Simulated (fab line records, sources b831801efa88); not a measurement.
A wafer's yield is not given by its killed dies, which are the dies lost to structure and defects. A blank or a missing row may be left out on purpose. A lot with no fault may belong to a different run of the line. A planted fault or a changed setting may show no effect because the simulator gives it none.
fab line records + flow sky130
[record]
- lots = 7
- wafers = 21
- last-day = 49
route steps=708 shown SONOS_ONO@174 PAD_OPEN@708
lots that met no fault: from a run of the same line without faults
start-h: start of the lot's first displayed wafer, in hours after the record's first day + wait-h: how many hours have passed since the lot's step before this one + " as in the row above + L1.1+2: one row covering several wafers at once + - either no value or no given start + * or withheld: withheld + < > ~ a bound
route shown NAME@n: names a module that has steps shown in the file, with the first one's number in the route + usual: mean/standard deviation taken from wafers without a fault + same: alike in all rows + chamber/n: place in a boat + sites: per-site readings + _std_site: how widely they spread, as a standard deviation + _edge_site: outer sites' mean less inner sites' + radius-mm: for every site, how far away it sits from the centre of the wafer + mask NAME#n: copy n + behind: tool/chamber where the wafer was last shaped + hold: cause of the lot's hold/its duration in hours/its outcome + device: names the non-switching transistor (n, p or np) + end of line: the same wafers' tests at the end of the route + a step without rows: its recipe alone + killed: the dies lost at the first sort to structure and to defects; this is not the yield of the wafer + map: the dies of a wafer, with x for killed, . for not killed, _ for no die there
set.NAME: setting as actually run; set.NAME@STEP: the setting as run at that earlier step + model.NAME: the simulator's own value behind a step, which no gauge read
lots at selected steps of the route; one table per step, one row per wafer
services: from which hour (start-h, from the record's first day; less than 0 if before it) a tool's chamber was out of use, for how many hours, and why
[[steps]]
[step SKY_SONOS_ONO_DEHYDRATE_06]
[recipe]
- temp-c = 200
- time-s = 60
[step SKY_SONOS_ONO_HMDS_07]
[recipe]
- prime-time-s = 60
- prime-temp-c = 120
[step SKY_SONOS_ONO_COAT_08]
[recipe]
- resist = NOVOLAK
- spin-rpm = 3000
- resist-thk-nm = 1140
[step SKY_SONOS_ONO_SOFTBAKE_09]
[recipe]
- temp-c = 90
- time-s = 60
- resist = NOVOLAK
[step SKY_SONOS_ONO_EXPOSE_10]
[recipe]
- mask-id = ONOM
- target-cd-nm = 410
- na = 0.6
- source-shape = conventional
- sigma-outer = 0.6
- dose-mj = 150
[step SKY_SONOS_ONO_PEB_11]
[recipe]
- temp-c = withheld
- time-s = *
- resist = NOVOLAK
[step SKY_SONOS_ONO_DEVELOP_12]
[recipe]
- develop-time-s = 60
- dev-temp-c = 23
[step SKY_SONOS_ONO_CD_MEAS_13]
[recipe]
- target-cd-nm = 410
[usual]
- cd-nm = 409.3/2.2
| lot.wafer | tool      | chamber | start-h | wait-h | cd-nm |
|-----------|-----------|---------|---------|--------|-------|
| L154.1    | cd-sem-01 | -       | 299.48  | 0.1    | 409.5 |
| L154.2    | "         | -       | "       | "      | 409.0 |
| L154.5    | "         | -       | "       | "      | 411.6 |
| L153.1    | cd-sem-02 | -       | 299.69  | 0.1    | 407.5 |
| L153.2    | "         | -       | "       | "      | 405.8 |
| L153.5    | "         | -       | "       | "      | 406.5 |
| L158.1    | cd-sem-01 | -       | 336.03  | 0.1    | 405.1 |
| L158.2    | "         | -       | "       | "      | 405.6 |
| L158.6    | "         | -       | "       | "      | 404.8 |
| L159.2    | cd-sem-01 | -       | 345.95  | 0.1    | 410.2 |
| L159.3    | "         | -       | "       | "      | 408.5 |
| L159.6    | "         | -       | "       | "      | 409.8 |
| L160.4    | cd-sem-02 | -       | 352.15  | 0.1    | 406.9 |
| L160.5    | "         | -       | "       | "      | 408.9 |
| L160.6    | "         | -       | "       | "      | 409.4 |
| L167.2    | cd-sem-01 | -       | 402.97  | 0.1    | 409.6 |
| L167.3    | "         | -       | "       | "      | 411.5 |
| L167.5    | "         | -       | "       | "      | 411.9 |
| L168.1    | cd-sem-01 | -       | 411.09  | 0.1    | 411.2 |
| L168.2    | "         | -       | "       | "      | 412.0 |
| L168.5    | "         | -       | "       | "      | 411.7 |
[step SKY_SONOS_ONO_OVL_MEAS_14]
[usual]
- SONOS_ONO_OVL = 0.2/1.2
| lot.wafer | tool       | chamber | start-h | wait-h | SONOS_ONO_OVL[nm] |
|-----------|------------|---------|---------|--------|-------------------|
| L154.1    | overlay-02 | -       | 299.60  | 0.1    | -1.2              |
| L154.2    | "          | -       | "       | "      | 3.0               |
| L154.5    | "          | -       | "       | "      | 1.1               |
| L153.1    | overlay-01 | -       | 299.81  | 0.1    | 1.4               |
| L153.2    | "          | -       | "       | "      | 0.3               |
| L153.5    | "          | -       | "       | "      | 2.2               |
| L158.1    | overlay-02 | -       | 336.15  | 0.1    | -0.4              |
| L158.2    | "          | -       | "       | "      | -1.1              |
| L158.6    | "          | -       | "       | "      | 0.1               |
| L159.2    | overlay-02 | -       | 346.06  | 0.1    | 0.1               |
| L159.3    | "          | -       | "       | "      | -1.3              |
| L159.6    | "          | -       | "       | "      | -1.0              |
| L160.4    | overlay-02 | -       | 352.23  | 0.1    | -1.1              |
| L160.5    | "          | -       | "       | "      | -2.6              |
| L160.6    | "          | -       | "       | "      | 0.9               |
| L167.2    | overlay-02 | -       | 403.08  | 0.1    | -1.3              |
| L167.3    | "          | -       | "       | "      | 1.4               |
| L167.5    | "          | -       | "       | "      | -1.7              |
| L168.1    | overlay-01 | -       | 411.21  | 0.1    | 1.3               |
| L168.2    | "          | -       | "       | "      | 0.8               |
| L168.5    | "          | -       | "       | "      | 1.4               |
[step SKY_SONOS_ONO_ETCH_15]
[recipe]
- target-depth-nm = 19.52
- chemistry = CHF3/O2
- source-w = 600
- bias-w = 200
- pressure-mtorr = 40
- chf3-flow-sccm = 50
- O2_flow_sccm = 5
- time-s = 7.8
[usual]
- O2_flow_sccm = 5.001/0.014
- bias-w = 200.0/0.62
- drypump-motor-current-A = 5.8/0.45
- oes-product-au = 0.995/0.014
- rf-fwd-power-W = 588/3.1
- throttle-valve-pct = 8.822/0.011
| lot.wafer | tool        | chamber | start-h | wait-h | O2_flow_sccm | bias-w | drypump-motor-current-A | oes-product-au | rf-fwd-power-W | rf-hours-counter-h | throttle-valve-pct |
|-----------|-------------|---------|---------|--------|--------------|--------|-------------------------|----------------|----------------|--------------------|--------------------|
| L154.1    | rie-diel-01 | 1       | 299.64  | 0.0    | 5.006        | 199.0  | 6.1                     | 1.016          | 595            | 118                | 8.810              |
| L154.2    | "           | 0       | "       | "      | 4.990        | 200.4  | 5.5                     | 0.987          | 591            | 30                 | 8.839              |
| L154.5    | "           | 0       | "       | "      | 5.012        | 200.1  | 5.5                     | 0.995          | 588            | -                  | 8.818              |
| L153.1    | rie-diel-03 | 0       | 299.85  | 0.0    | 4.998        | 201.1  | 5.2                     | 1.019          | 589            | 9                  | 8.836              |
| L153.2    | "           | 1       | "       | "      | 4.988        | 200.8  | 6.1                     | 0.973          | 591            | 23                 | 8.824              |
| L153.5    | "           | 3       | "       | "      | 5.007        | 200.1  | 6.4                     | 0.997          | 587            | -                  | 8.834              |
| L158.1    | rie-diel-03 | 1       | 336.19  | 0.0    | 4.984        | 199.7  | 6.0                     | 0.980          | 589            | 23                 | 8.795              |
| L158.2    | "           | 2       | "       | "      | 5.003        | 200.2  | 5.9                     | 1.008          | 586            | 66                 | 8.841              |
| L158.6    | "           | 2       | "       | "      | 5.021        | 201.7  | 5.9                     | 0.997          | 585            | -                  | 8.820              |
| L159.2    | rie-diel-03 | 0       | 346.09  | 0.0    | 5.022        | 199.9  | 5.2                     | 1.008          | 590            | 10                 | 8.844              |
| L159.3    | "           | 2       | "       | "      | 4.985        | 200.3  | 5.8                     | 1.005          | 584            | 66                 | 8.824              |
| L159.6    | "           | 1       | "       | "      | 4.968        | 199.4  | 6.0                     | 0.986          | 584            | -                  | 8.815              |
| L160.4    | rie-diel-03 | 2       | 352.26  | 0.0    | 4.987        | 199.4  | 5.8                     | 1.010          | 586            | -                  | 8.822              |
| L160.5    | "           | 0       | "       | "      | 5.018        | 199.5  | 5.2                     | 1.016          | 587            | -                  | 8.836              |
| L160.6    | "           | 1       | "       | "      | 4.993        | 199.6  | 6.0                     | 0.983          | 587            | -                  | 8.835              |
| L167.2    | rie-diel-02 | 2       | 403.11  | 0.0    | 5.021        | 200.5  | 6.4                     | 1.001          | 585            | 7                  | 8.821              |
| L167.3    | "           | 1       | "       | "      | 4.995        | 200.1  | 4.9                     | 0.967          | 588            | 8                  | 8.806              |
| L167.5    | "           | 2       | "       | "      | 5.001        | 200.5  | 6.4                     | 0.989          | 587            | -                  | 8.818              |
| L168.1    | rie-diel-03 | 3       | 411.25  | 0.0    | 5.001        | 199.7  | 6.4                     | 0.985          | 588            | 43                 | 8.817              |
| L168.2    | "           | 0       | "       | "      | 4.990        | 200.5  | 5.2                     | 1.027          | 588            | 11                 | 8.822              |
| L168.5    | "           | 3       | "       | "      | 4.998        | 200.0  | 6.4                     | 0.986          | 586            | -                  | 8.828              |
[step SKY_SONOS_ONO_WET_ETCH_16]
[recipe]
- chemistry = dHF
- target-depth-nm = 14
- dry = n2-spin
- target = SiO2
- dilution = 100:1
- temp-c = 25
- time-s = 280
[step SKY_SONOS_ONO_STRIP_17]
[recipe]
- chemistry = O2/N2
- power-w = 1400
- pressure-mtorr = 1500
- platen-temp-c = withheld
- o2-flow-sccm = 3000
- n2-flow-sccm = 300
- overash-fraction = 0.5
[usual]
- drypump-motor-current-A = 5.85/0.26
- oes-product-au = 0.709/0.0047
- strip-time-to-endpoint-s = 14.09/0.04
| lot.wafer | tool            | chamber | start-h | wait-h | drypump-motor-current-A | oes-product-au | rf-hours-counter-h | strip-time-to-endpoint-s |
|-----------|-----------------|---------|---------|--------|-------------------------|----------------|--------------------|--------------------------|
| L154.1    | plasma-asher-01 | 1       | 299.75  | 0.0    | 5.92                    | 0.716          | 61                 | 14.04                    |
| L154.2    | "               | 0       | "       | "      | 6.24                    | 0.705          | 61                 | 14.02                    |
| L154.5    | "               | 0       | "       | "      | 6.25                    | 0.705          | -                  | 14.07                    |
| L153.1    | plasma-asher-02 | 1       | 299.95  | 0.0    | 5.71                    | 0.715          | 49                 | 14.07                    |
| L153.2    | "               | 0       | "       | "      | 6.03                    | 0.709          | 49                 | 14.11                    |
| L153.5    | "               | 0       | "       | "      | 6.02                    | 0.713          | -                  | 14.07                    |
| L158.1    | plasma-asher-01 | 0       | 336.30  | 0.0    | 6.25                    | 0.712          | 67                 | 14.03                    |
| L158.2    | "               | 1       | "       | "      | 5.88                    | 0.709          | 67                 | 14.00                    |
| L158.6    | "               | 0       | "       | "      | 6.24                    | 0.712          | -                  | 14.04                    |
| L159.2    | plasma-asher-02 | 0       | 346.20  | 0.0    | 6.00                    | 0.715          | 56                 | 14.14                    |
| L159.3    | "               | 1       | "       | "      | 5.74                    | 0.713          | -                  | 14.14                    |
| L159.6    | "               | 0       | "       | "      | 6.05                    | 0.710          | -                  | 14.16                    |
| L160.4    | plasma-asher-03 | 0       | 352.40  | 0.0    | 5.48                    | 0.705          | -                  | 14.11                    |
| L160.5    | "               | 0       | "       | "      | 5.49                    | 0.714          | -                  | 14.08                    |
| L160.6    | "               | 1       | "       | "      | 5.57                    | 0.702          | -                  | 14.15                    |
| L167.2    | plasma-asher-01 | 0       | 403.23  | 0.0    | 6.24                    | 0.705          | 73                 | 14.11                    |
| L167.3    | "               | 0       | "       | "      | 6.25                    | 0.716          | -                  | 14.06                    |
| L167.5    | "               | 0       | "       | "      | 6.25                    | 0.704          | -                  | 14.10                    |
| L168.1    | plasma-asher-02 | 0       | 411.35  | 0.0    | 6.02                    | 0.711          | 61                 | 14.08                    |
| L168.2    | "               | 1       | "       | "      | 5.71                    | 0.703          | 61                 | 14.01                    |
| L168.5    | "               | 1       | "       | "      | 5.73                    | 0.711          | -                  | 14.04                    |
[step SKY_SONOS_ONO_WET_ETCH_18]
[recipe]
- chemistry = H3PO4
- target-depth-nm = 15
- target = Si3N4
- temp-c = 160
- time-s = 172
[usual]
- bath-guard-temp-C = 160.3/0.68
- bath-heat-duty-pct = 27/3.1
| lot.wafer | tool         | chamber | start-h | wait-h | bath-guard-temp-C | bath-heat-duty-pct | model.SiO2_of_SONOS_ONO_CVD_04.thk-nm |
|-----------|--------------|---------|---------|--------|-------------------|--------------------|---------------------------------------|
| L154.1    | wet-bench-03 | 0       | 299.85  | 0.1    | 160.9             | 27                 | 5.568                                 |
| L154.2    | "            | 0       | "       | "      | 161.0             | 29                 | 5.487                                 |
| L154.5    | "            | 0       | "       | "      | 160.8             | 29                 | 5.489                                 |
| L153.1    | wet-bench-03 | 1       | 300.05  | 0.1    | 160.0             | 23                 | 5.524                                 |
| L153.2    | "            | 1       | "       | "      | 159.7             | 22                 | 5.447                                 |
| L153.5    | "            | 1       | "       | "      | 159.8             | 20                 | 5.529                                 |
| L158.1    | wet-bench-04 | 3       | 336.40  | 0.1    | -                 | -                  | 5.674                                 |
| L158.2    | "            | 3       | "       | "      | -                 | -                  | 5.744                                 |
| L158.6    | "            | 3       | "       | "      | -                 | -                  | 5.627                                 |
| L159.2    | wet-bench-02 | 0       | 346.30  | 0.1    | -                 | -                  | 5.768                                 |
| L159.3    | "            | 0       | "       | "      | -                 | -                  | 5.831                                 |
| L159.6    | "            | 0       | "       | "      | -                 | -                  | 5.752                                 |
| L160.4    | wet-bench-03 | 2       | 352.46  | 0.0    | -                 | -                  | 5.693                                 |
| L160.5    | "            | 2       | "       | "      | -                 | -                  | 5.714                                 |
| L160.6    | "            | 2       | "       | "      | -                 | -                  | 5.791                                 |
| L167.2    | wet-bench-04 | 0       | 403.35  | 0.1    | 160.5             | 30                 | 5.415                                 |
| L167.3    | "            | 0       | "       | "      | 160.6             | 30                 | 5.557                                 |
| L167.5    | "            | 0       | "       | "      | 160.3             | 29                 | 5.509                                 |
| L168.1    | wet-bench-02 | 3       | 411.45  | 0.1    | 161.2             | 26                 | 5.609                                 |
| L168.2    | "            | 3       | "       | "      | 160.8             | 28                 | 5.604                                 |
| L168.5    | "            | 3       | "       | "      | 161.2             | 27                 | 5.555                                 |
[step SKY_PAD_OPEN_PROBE_99]
[usual]
- killed_at_M0_to_M3 = 43/6.6
- killed_at_M4_up = 2.9/1.8
- killed-at-contacts = 25/5.3
- killed-at-front-end = 15/4.1
- killed-at-other = 0.3/0.6
- killed-dies = 86/8.8
- killed-on-rim = 17/3.5
- killed-open = 47/6.7
- killed-short = 39/6.2
[same]
- gross-dies = 492
- killed-at-back-side = 0
| lot.wafer | tool      | chamber | start-h | wait-h | hold                   | killed_at_M0_to_M3 | killed_at_M4_up | killed-at-contacts | killed-at-front-end | killed-at-other | killed-dies | killed-on-rim | killed-open | killed-short |
|-----------|-----------|---------|---------|--------|------------------------|--------------------|-----------------|--------------------|---------------------|-----------------|-------------|---------------|-------------|--------------|
| L153.1    | prober-02 | -       | 1089.06 | 0.1    | -                      | 39                 | 0               | 30                 | 15                  | 2               | 86          | 14            | 45          | 41           |
| L153.2    | prober-02 | -       | 1089.11 | 0.1    | -                      | 36                 | 2               | 32                 | 18                  | 0               | 88          | 17            | 49          | 39           |
| L153.5    | prober-02 | -       | 1089.26 | 0.2    | -                      | 46                 | 3               | 24                 | 16                  | 0               | 89          | 18            | 47          | 41           |
| L154.1    | prober-01 | -       | 1092.30 | 0.1    | -                      | 40                 | 5               | 22                 | 12                  | 0               | 79          | 11            | 44          | 35           |
| L154.2    | prober-01 | -       | 1092.35 | 0.1    | -                      | 33                 | 4               | 28                 | 14                  | 0               | 79          | 22            | 50          | 29           |
| L154.5    | prober-01 | -       | 1092.50 | 0.2    | -                      | 48                 | 3               | 21                 | 16                  | 0               | 88          | 16            | 49          | 39           |
| L158.1    | prober-01 | -       | 1120.21 | 0.1    | await-dispo/5.1h/scrap | 40                 | 4               | 21                 | 427                 | 0               | 492         | 96            | 35          | 43           |
| L158.2    | prober-01 | -       | 1120.26 | 0.1    | await-dispo/5.1h/scrap | 54                 | 4               | 20                 | 414                 | 0               | 492         | 96            | 44          | 50           |
| L158.6    | prober-01 | -       | 1120.46 | 0.2    | await-dispo/5.1h/scrap | 55                 | 3               | 26                 | 408                 | 0               | 492         | 96            | 49          | 49           |
| L159.2    | prober-02 | -       | 1128.73 | 0.1    | await-dispo/2.7h/scrap | 45                 | 2               | 29                 | 416                 | 0               | 492         | 96            | 48          | 38           |
| L159.3    | prober-02 | -       | 1128.78 | 0.2    | await-dispo/2.7h/scrap | 47                 | 5               | 24                 | 416                 | 0               | 492         | 96            | 53          | 31           |
| L159.6    | prober-02 | -       | 1128.93 | 0.2    | await-dispo/2.7h/scrap | 40                 | 4               | 14                 | 434                 | 0               | 492         | 96            | 39          | 36           |
| L160.4    | prober-01 | -       | 1133.92 | 0.2    | await-dispo/1.5h/scrap | 38                 | 2               | 21                 | 430                 | 1               | 492         | 96            | 41          | 29           |
| L160.5    | prober-01 | -       | 1133.97 | 0.2    | await-dispo/1.5h/scrap | 36                 | 3               | 21                 | 432                 | 0               | 492         | 96            | 35          | 35           |
| L160.6    | prober-01 | -       | 1134.02 | 0.2    | await-dispo/1.5h/scrap | 48                 | 2               | 14                 | 428                 | 0               | 492         | 96            | 42          | 39           |
| L167.2    | prober-01 | -       | 1169.21 | 0.1    | -                      | 37                 | 3               | 18                 | 12                  | 0               | 70          | 12            | 45          | 24           |
| L167.3    | prober-01 | -       | 1169.26 | 0.2    | -                      | 31                 | 1               | 27                 | 12                  | 1               | 72          | 15            | 30          | 41           |
| L167.5    | prober-01 | -       | 1169.36 | 0.2    | -                      | 32                 | 3               | 27                 | 16                  | 0               | 78          | 20            | 37          | 40           |
| L168.1    | prober-02 | -       | 1170.11 | 0.1    | -                      | 33                 | 2               | 22                 | 13                  | 0               | 70          | 20            | 36          | 34           |
| L168.2    | prober-02 | -       | 1170.16 | 0.1    | -                      | 51                 | 5               | 26                 | 18                  | 0               | 100         | 24            | 55          | 45           |
| L168.5    | prober-02 | -       | 1170.31 | 0.2    | -                      | 38                 | 6               | 22                 | 16                  | 0               | 82          | 14            | 33          | 49           |
// killed by level:class
L153.1 LI_CONTACT:geometric-particle:open=11 VIA1:geometric-particle:open=8 CONTACT:geometric-particle:open=7 METAL1:geometric-particle:short=7 VIA1:geometric-particle:short=6 FIELD_ISO:geometric-particle:open=5 VIA3:geometric-particle:short=5 LOCAL_INTERCONNECT:geometric-particle:short=4
L153.2 CONTACT:geometric-particle:open=12 VIA1:geometric-particle:open=12 FIELD_ISO:geometric-particle:open=6 LI_CONTACT:geometric-particle:open=6 LOCAL_INTERCONNECT:geometric-particle:short=6 FIELD_ISO:geometric-particle:short=5 METAL2:geometric-particle:short=5 VIA2:geometric-particle:open=5
L153.5 VIA3:geometric-particle:open=9 VIA2:geometric-particle:open=8 LI_CONTACT:geometric-particle:open=7 VIA1:geometric-particle:short=7 VIA1:geometric-particle:open=6 METAL1:geometric-particle:short=6 CONTACT:geometric-particle:open=5 FIELD_ISO:geometric-particle:open=4
L154.1 CONTACT:geometric-particle:open=11 METAL1:geometric-particle:short=7 VIA2:geometric-particle:open=6 LI_CONTACT:geometric-particle:open=5 VIA1:geometric-particle:open=5 METAL2:geometric-particle:short=5 VIA3:geometric-particle:open=5 FIELD_ISO:geometric-particle:open=4
L154.2 LI_CONTACT:geometric-particle:open=9 CONTACT:geometric-particle:open=9 VIA1:geometric-particle:open=6 METAL2:geometric-particle:short=5 VIA2:geometric-particle:open=5 VIA3:geometric-particle:open=5 POLY_GATE:geometric-particle:open=3 SPACER:geometric-particle:open=3
L154.5 VIA1:geometric-particle:open=13 CONTACT:geometric-particle:open=10 VIA2:geometric-particle:open=8 LOCAL_INTERCONNECT:geometric-particle:short=5 METAL2:geometric-particle:short=5 POLY_GATE:geometric-particle:short=4 VIA3:geometric-particle:open=4 VIA3:geometric-particle:short=4
L158.1 SONOS_ONO:area-etch=413 VIA1:geometric-particle:open=7 CONTACT:geometric-particle:short=7 METAL1:geometric-particle:short=7 POLY_GATE:geometric-particle:open=6 CONTACT:geometric-particle:open=6 LI_CONTACT:geometric-particle:open=5 VIA2:geometric-particle:short=5
L158.2 SONOS_ONO:area-etch=398 VIA1:geometric-particle:open=12 METAL2:geometric-particle:short=8 VIA3:geometric-particle:open=7 VIA2:geometric-particle:open=7 METAL1:geometric-particle:short=6 FIELD_ISO:geometric-particle:short=5 LI_CONTACT:geometric-particle:open=5
L158.6 SONOS_ONO:area-etch=394 VIA1:geometric-particle:open=12 VIA1:geometric-particle:short=11 VIA3:geometric-particle:open=9 CONTACT:geometric-particle:open=8 CONTACT:geometric-particle:short=7 METAL1:geometric-particle:short=7 VIA2:geometric-particle:open=7
L159.2 SONOS_ONO:area-etch=405 VIA1:geometric-particle:open=13 CONTACT:geometric-particle:open=11 LI_CONTACT:geometric-particle:open=8 METAL2:geometric-particle:short=6 VIA1:geometric-particle:short=5 VIA2:geometric-particle:short=5 VIA3:geometric-particle:open=5
L159.3 SONOS_ONO:area-etch=408 VIA1:geometric-particle:open=15 VIA2:geometric-particle:open=11 CONTACT:geometric-particle:open=8 VIA3:geometric-particle:open=7 LI_CONTACT:geometric-particle:open=5 FIELD_ISO:geometric-particle:short=4 CONTACT:geometric-particle:short=4
L159.6 SONOS_ONO:area-etch=415 LI_CONTACT:geometric-particle:open=7 METAL2:geometric-particle:short=7 FIELD_ISO:geometric-particle:open=6 FIELD_ISO:geometric-particle:short=6 VIA3:geometric-particle:open=6 VIA1:geometric-particle:open=5 METAL3:geometric-particle:short=5
L160.4 SONOS_ONO:area-etch=422 VIA1:geometric-particle:open=12 LI_CONTACT:geometric-particle:open=7 CONTACT:geometric-particle:open=7 VIA1:geometric-particle:short=7 VIA2:geometric-particle:open=7 POLY_GATE:geometric-particle:short=3 LOCAL_INTERCONNECT:geometric-particle:short=3
L160.5 SONOS_ONO:area-etch=422 CONTACT:geometric-particle:open=9 CONTACT:geometric-particle:short=6 VIA1:geometric-particle:open=6 VIA2:geometric-particle:open=6 METAL1:geometric-particle:short=6 VIA3:geometric-particle:open=5 POLY_GATE:geometric-particle:short=4
L160.6 SONOS_ONO:area-etch=411 VIA1:geometric-particle:open=8 METAL2:geometric-particle:short=6 VIA2:geometric-particle:open=6 POLY_GATE:geometric-particle:short=5 POLY_GATE:geometric-particle:open=5 METAL1:geometric-particle:short=5 VIA3:geometric-particle:open=5
L167.2 VIA1:geometric-particle:open=11 CONTACT:geometric-particle:open=10 VIA3:geometric-particle:open=6 POLY_GATE:geometric-particle:open=5 VIA1:geometric-particle:short=4 VIA2:geometric-particle:open=4 FIELD_ISO:geometric-particle:open=3 LI_CONTACT:geometric-particle:open=3
L167.3 LOCAL_INTERCONNECT:geometric-particle:short=8 CONTACT:geometric-particle:open=6 CONTACT:geometric-particle:short=6 VIA1:geometric-particle:short=6 METAL2:geometric-particle:short=5 VIA1:geometric-particle:open=4 LI_CONTACT:geometric-particle:open=4 FIELD_ISO:geometric-particle:short=3
L167.5 LI_CONTACT:geometric-particle:open=8 LOCAL_INTERCONNECT:geometric-particle:short=6 CONTACT:geometric-particle:open=6 METAL2:geometric-particle:short=6 VIA2:geometric-particle:open=6 VIA1:geometric-particle:open=5 CONTACT:geometric-particle:short=4 METAL1:geometric-particle:short=4
L168.1 VIA3:geometric-particle:open=8 VIA1:geometric-particle:open=6 CONTACT:geometric-particle:open=6 LI_CONTACT:geometric-particle:open=5 LI_CONTACT:geometric-particle:short=5 POLY_GATE:geometric-particle:open=4 VIA1:geometric-particle:short=4 CONTACT:geometric-particle:short=4
L168.2 VIA1:geometric-particle:open=11 VIA2:geometric-particle:open=8 VIA3:geometric-particle:open=8 METAL2:geometric-particle:short=6 CONTACT:geometric-particle:open=6 POLY_GATE:geometric-particle:short=5 LI_CONTACT:geometric-particle:open=5 VIA3:geometric-particle:short=5
L168.5 LI_CONTACT:geometric-particle:open=7 METAL4:geometric-particle:short=6 VIA3:geometric-particle:open=6 CONTACT:geometric-particle:short=5 VIA1:geometric-particle:open=5 VIA2:geometric-particle:short=5 METAL3:geometric-particle:short=5 FIELD_ISO:geometric-particle:open=4
// map L158.1 (x killed, . not)
__________xxxxxxxxxx_________
________xxxxxxxxxxxxxx_______
______xxxxxxxxxxxxxxxxxx_____
_____xxxxxxxxxxxxxxxxxxxx____
____xxxxxxxxxxxxxxxxxxxxxx___
___xxxxxxxxxxxxxxxxxxxxxxxx__
__xxxxxxxxxxxxxxxxxxxxxxxxxx_
_xxxxxxxxxxxxxxxxxxxxxxxxxxxx
_xxxxxxxxxxxxxxxxxxxxxxxxxxxx
_xxxxxxxxxxxxxxxxxxxxxxxxxxxx
_xxxxxxxxxxxxxxxxxxxxxxxxxxxx
_xxxxxxxxxxxxxxxxxxxxxxxxxxxx
_xxxxxxxxxxxxxxxxxxxxxxxxxxxx
_xxxxxxxxxxxxxxxxxxxxxxxxxxxx
_xxxxxxxxxxxxxxxxxxxxxxxxxxxx
__xxxxxxxxxxxxxxxxxxxxxxxxxx_
___xxxxxxxxxxxxxxxxxxxxxxxx__
____xxxxxxxxxxxxxxxxxxxxxx___
_____xxxxxxxxxxxxxxxxxxxx____
______xxxxxxxxxxxxxxxxxx_____
________xxxxxxxxxxxxxx_______
__________xxxxxxxxxx_________
// map L159.2 (x killed, . not)
__________xxxxxxxxxx_________
________xxxxxxxxxxxxxx_______
______xxxxxxxxxxxxxxxxxx_____
_____xxxxxxxxxxxxxxxxxxxx____
____xxxxxxxxxxxxxxxxxxxxxx___
___xxxxxxxxxxxxxxxxxxxxxxxx__
__xxxxxxxxxxxxxxxxxxxxxxxxxx_
_xxxxxxxxxxxxxxxxxxxxxxxxxxxx
_xxxxxxxxxxxxxxxxxxxxxxxxxxxx
_xxxxxxxxxxxxxxxxxxxxxxxxxxxx
_xxxxxxxxxxxxxxxxxxxxxxxxxxxx
_xxxxxxxxxxxxxxxxxxxxxxxxxxxx
_xxxxxxxxxxxxxxxxxxxxxxxxxxxx
_xxxxxxxxxxxxxxxxxxxxxxxxxxxx
_xxxxxxxxxxxxxxxxxxxxxxxxxxxx
__xxxxxxxxxxxxxxxxxxxxxxxxxx_
___xxxxxxxxxxxxxxxxxxxxxxxx__
____xxxxxxxxxxxxxxxxxxxxxx___
_____xxxxxxxxxxxxxxxxxxxx____
______xxxxxxxxxxxxxxxxxx_____
________xxxxxxxxxxxxxx_______
__________xxxxxxxxxx_________
[[services]]
| tool            | chamber | start-h | hours | kind           |
|-----------------|---------|---------|-------|----------------|
| rie-diel-01     | 2       | 283.16  | -     | clean          |
| rie-diel-01     | 2       | 283.16  | 23.3  | scheduled-down |
| rie-diel-01     | 2       | 283.16  | 23.3  | vent-cycle     |
| rie-diel-02     | 1       | 284.94  | 7.3   | repair         |
| plasma-asher-03 | -       | 291.60  | 52.8  | repair         |
| rie-diel-01     | 0       | 306.30  | 8.1   | repair         |
| rie-diel-03     | 2       | 307.56  | 11.8  | repair         |
| rie-diel-01     | 3       | 314.39  | -     | clean          |
| rie-diel-01     | 3       | 314.39  | 25.6  | scheduled-down |
| rie-diel-01     | 3       | 314.39  | 25.6  | vent-cycle     |
| wet-bench-04    | -       | 322.41  | 2.1   | repair         |
| rie-diel-03     | 2       | 329.15  | 4.2   | repair         |
| rie-diel-02     | -       | 334.53  | 2.8   | pm             |
| wet-bench-03    | -       | 336.36  | 1.9   | pm             |
| rie-diel-03     | 3       | 338.41  | 14.8  | repair         |
| plasma-asher-01 | -       | 342.54  | 4.0   | pm             |
| rie-diel-01     | 1       | 355.13  | -     | clean          |
| rie-diel-01     | 1       | 355.13  | 16.0  | scheduled-down |
| rie-diel-01     | 1       | 355.13  | 16.0  | vent-cycle     |
| plasma-asher-02 | -       | 364.16  | 6.9   | repair         |
| rie-diel-03     | -       | 386.31  | 14.6  | pm             |
| plasma-asher-01 | -       | 391.11  | 0.7   | repair         |
| rie-diel-01     | 3       | 401.60  | 37.0  | repair         |
[[key]]
[first-sign]
- step = SKY_SONOS_ONO_WET_ETCH_18
- reading = tool-record
- direction = missing
[effect]
- step = SKY_PAD_OPEN_PROBE_99
- reading = killed-at-front-end
- direction = up
- sigmas = 99+
- usual = 15
- struck = 423
[model-effect]
- step = SKY_SONOS_ONO_WET_ETCH_18
- value = SiO2_of_SONOS_ONO_CVD_04.thk-nm
- without = 5.575
- struck = 5.733
[more-kills-born-at]
- SKY_SONOS_ONO_WET_ETCH_18@wet-bench-03 = 1255
- SKY_SONOS_ONO_WET_ETCH_18@wet-bench-02 = 1228
- SKY_SONOS_ONO_WET_ETCH_18@wet-bench-04 = 1205
met-at SKY_SONOS_ONO_WET_ETCH_18
struck-wafers L158.1,L158.2,L158.6,L159.2,L159.3,L159.6,L160.4,L160.5,L160.6
later-rows-left-out L158.1,L158.2,L158.6,L159.2,L159.3,L159.6,L160.4,L160.5,L160.6
tester-left-out L158,L159,L160
onset-between 300.05 336.40
[fault]
- kind = skipped-step-whole
- tool = wet-bench-02,wet-bench-03,wet-bench-04
- chamber = -
- onset-h = 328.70
- steps = SKY_SONOS_ONO_WET_ETCH_18
- scope = struck-lots-only
// tester-left-out: of these lots the tester's yield and bins aren't shown, on N5 and GAA mostly nor the transistor test; their killed dies are dies lost to structure and defects alone, not to doping, threshold or leakage, so they don't give the yield
// later-rows-left-out: the simulator's readings of these wafers behind a module that went badly wrong aren't trusted and aren't shown, but for the sort
